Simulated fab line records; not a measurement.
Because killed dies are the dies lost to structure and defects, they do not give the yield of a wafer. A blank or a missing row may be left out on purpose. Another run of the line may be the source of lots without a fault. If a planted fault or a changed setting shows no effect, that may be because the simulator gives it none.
Problem report, 8D (eight disciplines) form, completed by code | flow sky130 | the parts of the form that need people (team, actions taken, sign-off) are left out

1. WHAT IS WRONG
Mean POLY_GATE_CVD_00_THK at SKY_POLY_GATE_THK_MEAS_01: 154.9 nm over 9 wafers in 3 lots; fault-free wafers: 180.3 nm, standard deviation 1.3. Measured from the usual mean, that is -20 standard deviations.
First seen on wafer L349.1, day 18 22:00, on film-metro-03. The record has a number at this step for 33 wafers belonging to 11 lots. Rule for "out", or "out of limits": more than 4 standard deviations from the usual mean. The rest of the wafers with a number are treated as sound.

2. WHAT IT IS, WHAT IT ISN'T
question                    | is                           | is not
which readings at this step | POLY_GATE_CVD_00_THK         | -
which lots                  | L349, L350, L351             | L337, L338, L340, L342, L343, L344, L359, L360
which wafers of those lots  | all that have a number       | -
read on which gauges        | film-metro-03, film-metro-04 | film-metro-02
when                        | from day 18 22:00            | up to then (18 sound wafers); but 6 sound wafers of L359, L360 came after

3. SUSPECTS, AND WHAT RULES EACH OUT
Counting: a tool at any process step up to the reading remains a suspect when it ran all the lots that are out and ran no sound lot after the first of those.
- ruled out: the gauge at SKY_POLY_GATE_THK_MEAS_01. The wafers that are out were read on 2 gauges (film-metro-03, film-metro-04).
- lpcvd-01 at SKY_POLY_GATE_CVD_00 (deposits poly-Si, target thk 180 nm, time 720 s): ruled out as a lasting fault. The sound lots L359, L360 went through it after L349, its earliest lot that is out (day 18 20:48).
Left after counting: nothing in the record.

4. THE CAUSE (what the simulator had put in)
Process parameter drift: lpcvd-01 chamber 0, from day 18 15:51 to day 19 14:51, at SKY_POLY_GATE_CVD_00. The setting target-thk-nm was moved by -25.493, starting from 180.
Counting ruled it out, wrongly: the rule takes a fault to strike every lot that its tool runs from its start on, and this one did not.

5. THE EFFECT CHAIN, in route order
One row per reading whose mean, taken over the struck wafers that have a number, lies over 3 standard deviations from the usual. Readings are gone through only where the record gives a usual standard deviation; hours: the median, over the lots, of the time from a lot's start at the first step in this table giving one to that lot's start at this step; sigmas: the change measured in usual standard deviations.
hours | step                      | reading              | usual      | on struck wafers | change | sigmas
0     | SKY_POLY_GATE_THK_MEAS_01 | POLY_GATE_CVD_00_THK | 180.3 nm   | 154.9            | -25.4  | -20
65    | SKY_POLY_GATE_ETCH_17     | oes-product-au       | 0.989 a.u. | 0.894            | -0.095 | -14
Process steps it contains:
- SKY_POLY_GATE_ETCH_17: etches poly-Si in HBr/Cl2, stops on SiO2, target depth 180 nm, time 70.5 s.
At these later measuring or inspecting steps, every struck wafer for which the step has a row has a number for every such reading, and none has moved that far: SKY_METAL2_CD_MEAS_15.

6. WHAT WOULD HAVE CAUGHT IT SOONER
The first out-of-limits reading at a measuring or inspecting step in this record came at day 18 22:00, 6 hours after the fault's start at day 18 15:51.
No tool reading at SKY_POLY_GATE_CVD_00 that has a usual standard deviation in the record was out on any struck wafer, so an alarm limit of 4 standard deviations on those readings would not have fired.
